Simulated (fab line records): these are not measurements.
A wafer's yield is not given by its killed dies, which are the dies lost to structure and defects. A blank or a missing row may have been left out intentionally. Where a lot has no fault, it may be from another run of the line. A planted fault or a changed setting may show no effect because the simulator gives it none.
Struck lot and sound lot, side by side || flow sky130 || 15 out of 708 route steps
Sound: wafers L436.2, L436.4, L436.6. Struck: wafer L441.1 (left out: L441.3, L441.6 of the same lot, which were not struck); the cause appears at the end.
Per side, at each step with rows, come the tool, then ch with its chambers, and then its first start. Under that, the readings that differ: sound wafers || struck wafers || difference of the means || sigmas: that difference in standard deviations of wafers without a fault.
alike: same words and numbers on both sides, and readings whose means sit less than 2 such deviations apart. not compared: any withheld reading, any reading some wafer has no value for, any bound like >300 that may hide the same value, and any number with overlapping values for which the record gives no deviation.
The two part at a step that has a row with sigmas, a row that says differs or no value, or rows on one side only. Numbers that have no deviation but don't overlap get no sigmas and don't part them. A reading missing from all wafers of one side parts the sides only when that side holds two or more wafers.

SKY_VIA3_OVL_MEAS_13:
  sound on overlay-01 at day 39 20:37; struck on overlay-01 at day 41 19:56
{"reading": "VIA3_OVL (nm)", "sound": "5 11 5", "struck": -8, "difference": -15, "sigmas": -2}
SKY_VIA3_ETCH_14: etches BARC in N2/H2, stops on SiO2, time 45.9 s, target depth 60 nm.
  sound on rieDiel-02 ch 2,3, day 39 20:38; struck on rieDiel-01 ch 1, day 41 19:58
  alike: drypumpMotorCurrentA, oesProductAu, throttleValvePct
  not compared: rfHoursCounterH
then, 5 steps without rows for these wafers: SKY_VIA3_ETCH_15 (etches SiO2 in C4F8/O2/Ar, stops on TiN, target depth 507 nm, time 78 s); SKY_VIA3_STRIP_16 (strips in O2/N2); SKY_VIA3_STRIP_17 (strips in post etch residue remover, time 1200 s); SKY_VIA3_CLEAN_18 (cleans in IPA, time 180 s); SKY_VIA3_CLEAN_19 (cleans in O3/DIW).
SKY_VIA3_SPUTTER_20: material TiN, target thk 20 nm, time 80 s.
  sound on pvdSputter-01 at day 39 21:20; struck on pvdSputter-03 at day 41 20:40
  alike: chamberPressurePa, throttleValvePct
SKY_VIA3_CVD_21: deposits W, target thk 390 nm, time 117.31 s.
  sound on cvdW-01 ch 0,1, day 39 21:24; struck on cvdW-02 ch 1, day 41 20:43
  alike: chamberPressureTorr, heaterPowerW
SKY_VIA3_RS_MEAS_22: a four-point-probe measurement.
  sound on filmMetro-03 at day 39 21:32; struck on filmMetro-04 at day 41 20:50
  alike: VIA3_W_RS
SKY_VIA3_THK_MEAS_23: measures by xrf.
  sound on filmMetro-03 at day 39 21:39; struck on filmMetro-04 at day 41 20:58
  alike: VIA3_W_THK
SKY_VIA3_CMP_24: polishes, stops on SiO2, t overpolish 20 s, target thk 0 nm.
  sound on cmp-01 ch 0,3, day 39 21:42; struck on cmp-01 ch 3, day 41 21:01
  alike: motorCurrentA, overpolishRunS, slurryFlowMlMin, timeToEndpointS
SKY_METAL4_SPUTTER_00: material Ti, target thk 15 nm, time 10 s.
  sound on pvdSputter-02 at day 39 22:00; struck on pvdSputter-04 at day 41 21:19
{"reading": "chamberPressurePa (Pa)", "sound": "0.3999 0.3994 0.3993", "struck": 0.3392, "difference": -0.0603, "sigmas": -74}
{"reading": "throttleValvePct (%)", "sound": "29.7 29.9 30.1", "struck": 33.0, "difference": "+3.1", "sigmas": "+4"}
{"reading": "model.Ti_of_METAL4_SPUTTER_00.thkNm (nm)", "sound": "15.02 14.96 15.05", "struck": 15.42, "difference": "+0.41", "sigmas": ""}
SKY_METAL4_SPUTTER_01: material TiN, target thk 20 nm, time 16.7 s.
  sound on pvdSputter-02 at day 39 22:01; struck on pvdSputter-04 at day 41 21:20
  alike: chamberPressurePa, throttleValvePct
-- the record jumps here: 6 days lie between the struck wafers' starts before and after (it left off in module METAL4 and takes up again in module PAD_OPEN, whose first step shown is number 708 of the route) --
SKY_PAD_OPEN_PROBE_99:
  only the struck wafers here have rows in the record (prober-02, day 47 13:02); the sound ones have none

## WHERE THEY PART
First at SKY_VIA3_OVL_MEAS_13; last, within this record, at SKY_PAD_OPEN_PROBE_99.

WHY: the cause the simulator had injected
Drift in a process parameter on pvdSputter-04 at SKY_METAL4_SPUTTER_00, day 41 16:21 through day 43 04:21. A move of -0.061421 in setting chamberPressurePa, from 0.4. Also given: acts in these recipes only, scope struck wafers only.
